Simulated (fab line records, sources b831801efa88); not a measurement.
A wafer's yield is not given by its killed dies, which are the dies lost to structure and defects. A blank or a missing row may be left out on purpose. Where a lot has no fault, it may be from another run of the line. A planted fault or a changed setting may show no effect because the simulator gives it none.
Comparing a struck lot with a sound one + flow sky130 + 42 out of 708 route steps
Sound: the wafers L442.4, L442.5, L442.6. Wafers L432.2, L432.4, L432.5 were the ones struck. The cause is given at the end.
Per side, at each step with rows, come the tool, then ch with its chambers, and then its first start. Under that, the readings that differ: sound wafers + struck wafers + difference of the means + sigmas: that difference in standard deviations of wafers without a fault.
alike: same words and numbers on both sides, and readings whose means sit less than 2 such deviations apart. not compared: any withheld reading, any reading some wafer has no value for, any bound like >300 that may hide the same value, and any number with overlapping values for which the record gives no deviation.
A row with sigmas, a row that says differs or no value, or rows on one side alone: a step with any of these is where the two part. When numbers do not overlap yet have no deviation, they are printed without sigmas and do not part them. A reading that every wafer of one side lacks parts them only if that side has two wafers or more.

first, 1 step without rows for these wafers: SKY_POLY_CUT_ETCH_10 (etches BARC in N2/H2, stops on SiO2, time 45.9 s, target depth 60 nm).
SKY_POLY_CUT_ETCH_11: etches Si3N4 in CF4/CH2F2/Ar, stops on poly-Si, time 42.5 s, target depth 60 nm.
  sound on rie-diel-02 ch 0,2,3, day 31 19:22; struck on rie-diel-01 ch 0,1,2, day 26 21:02
  alike: drypump-motor-current-A, oes-product-au, throttle-valve-pct
  not compared: rf-hours-counter-h
SKY_POLY_CUT_STRIP_12: strips in O2/N2.
  sound on plasma-asher-03 ch 0,1, day 31 19:26; struck on plasma-asher-03 ch 0,1, day 26 21:04
  alike: drypump-motor-current-A, oes-product-au, strip-time-to-endpoint-s
  not compared: rf-hours-counter-h
then, 7 steps without rows for these wafers: SKY_SD_P_DEHYDRATE_00 (time 60 s); SKY_SD_P_HMDS_01 (prime time 60 s); SKY_SD_P_COAT_02 (resist thk 1140 nm); SKY_SD_P_SOFTBAKE_03 (time 60 s); SKY_SD_P_EXPOSE_04 (exposes mask PSDM, target cd 380 nm); SKY_SD_P_PEB_05; SKY_SD_P_DEVELOP_06 (develop time 58.02 s).
SKY_SD_P_CD_MEAS_07 targets a cd of 380 nm.
  sound: cd-sem-01 at day 32 22:08; struck: cd-sem-02 at day 28 01:27
| reading    | sound             | struck            | difference | sigmas |
|------------|-------------------|-------------------|------------|--------|
| cd-nm (nm) | 376.2 379.3 375.4 | 387.2 385.4 386.9 | +9.5       | +4     |
SKY_SD_P_OVL_MEAS_08:
  sound: overlay-01 at day 32 22:13; struck: overlay-02 at day 28 01:33
  alike: SD_P_OVL
SKY_SD_P_IMPLANT_09:
  sound on implanter-02 ch 0, day 32 22:18; struck on implanter-03 ch 0, day 28 01:37
  alike: beam-energy-keV, beam-on-s
then, 1 step without rows for these wafers: SKY_SD_P_STRIP_10 (strips in O2/N2).
SKY_SD_P_TW_MEAS_11:
  sound: film-metro-04 at day 32 22:31; struck: film-metro-03 at day 28 01:50
  alike: SD_P_TW
then, 8 steps without rows for these wafers: SKY_RES_XHIGH_DEHYDRATE_00 (time 60 s); SKY_RES_XHIGH_HMDS_01 (prime time 60 s); SKY_RES_XHIGH_COAT_02 (resist thk 1140 nm); SKY_RES_XHIGH_SOFTBAKE_03 (time 60 s); SKY_RES_XHIGH_EXPOSE_04 (exposes mask URPM, target cd 1270 nm); SKY_RES_XHIGH_PEB_05; SKY_RES_XHIGH_DEVELOP_06 (develop time 60 s); SKY_RES_XHIGH_IMPLANT_07.
SKY_RES_XHIGH_STRIP_08: strips in O2/N2.
  sound on plasma-asher-03 ch 0,1, day 34 01:16; struck on plasma-asher-01 ch 1, day 29 07:08
  alike: drypump-motor-current-A, oes-product-au, strip-time-to-endpoint-s
  not compared: rf-hours-counter-h
SKY_RES_XHIGH_TW_MEAS_09:
  sound: film-metro-04 at day 34 01:22; struck: film-metro-02 at day 29 07:14
  alike: RES_XHIGH_TW
then, 7 steps without rows for these wafers: SKY_SD_N_DEHYDRATE_00 (time 60 s); SKY_SD_N_HMDS_01 (prime time 60 s); SKY_SD_N_COAT_02 (resist thk 1140 nm); SKY_SD_N_SOFTBAKE_03 (time 60 s); SKY_SD_N_EXPOSE_04 (exposes mask NSDM, target cd 380 nm); SKY_SD_N_PEB_05; SKY_SD_N_DEVELOP_06 (develop time 60 s).
SKY_SD_N_CD_MEAS_07 targets a cd of 380 nm.
  sound: cd-sem-02 at day 35 03:11; struck: cd-sem-01 at day 30 11:44
  alike: cd-nm
SKY_SD_N_OVL_MEAS_08:
  sound: overlay-02 at day 35 03:16; struck: overlay-02 at day 30 11:51
  alike: SD_N_OVL
then, 2 steps without rows for these wafers: SKY_SD_N_IMPLANT_09; SKY_SD_N_IMPLANT_10.
SKY_SD_N_STRIP_11: strips in O2/N2.
  sound on plasma-asher-04 ch 0,1, day 35 03:37; struck on plasma-asher-02 ch 0,1, day 30 12:11
  alike: drypump-motor-current-A, oes-product-au, strip-time-to-endpoint-s
  not compared: rf-hours-counter-h
SKY_SD_N_TW_MEAS_12:
  sound: film-metro-04 at day 35 03:43; struck: film-metro-04 at day 30 12:17
  alike: SD_N_TW
then, 1 step without rows for these wafers: SKY_SD_N_CLEAN_13 (cleans in SC1/SC2, time 150 s).
SKY_SD_N_RTA_14: time 2 s.
  sound on rtp-anneal-02 ch 0, day 35 03:49; struck on rtp-anneal-02 ch 0, day 30 12:24
  alike: lamp-power-pct, wafer_temp_C_max
SKY_SD_N_RS_MEAS_16: uses a four-point probe to measure.
  sound: film-metro-02 at day 35 04:02; struck: film-metro-02 at day 30 12:35
  alike: SD_N_RS
-- a jump in the record: the struck wafers' starts before and after are 17 days apart (it breaks off in module SD_N and resumes in module PAD_OPEN, where the first step shown is number 708 of the route) --
SKY_PAD_OPEN_PROBE_99:
  sound: prober-02 at day 50 22:26; struck: prober-01 at day 47 18:13
| reading                                 | sound             | struck            | difference | sigmas |
|-----------------------------------------|-------------------|-------------------|------------|--------|
| model.etest.res-high-po.rs-ohm-sq-range | 6.935 8.566 4.851 | 35.64 29.02 27.46 | +23.92     |        |
| model.etest.res-pdiff.rs-ohm-sq-range   | 4.366 5.836 3.033 | 12.89 14.16 12.18 | +8.66      |        |
  alike: killed_at_M0_to_M3, killed_at_M4_up, killed-at-contacts, killed-at-front-end, killed-at-other, killed-dies, killed-open, killed-short

WHERE THEY PART
Only at SKY_SD_P_CD_MEAS_07, within this record. Later steps at which nothing parts them and some readings are alike: SKY_SD_P_OVL_MEAS_08, SKY_SD_P_IMPLANT_09, SKY_SD_P_TW_MEAS_11, SKY_RES_XHIGH_STRIP_08, SKY_RES_XHIGH_TW_MEAS_09, SKY_SD_N_CD_MEAS_07, SKY_SD_N_OVL_MEAS_08, SKY_SD_N_STRIP_11, SKY_SD_N_TW_MEAS_12, SKY_SD_N_RTA_14, SKY_SD_N_RS_MEAS_16, SKY_PAD_OPEN_PROBE_99.

WHY: whatever the simulator had introduced
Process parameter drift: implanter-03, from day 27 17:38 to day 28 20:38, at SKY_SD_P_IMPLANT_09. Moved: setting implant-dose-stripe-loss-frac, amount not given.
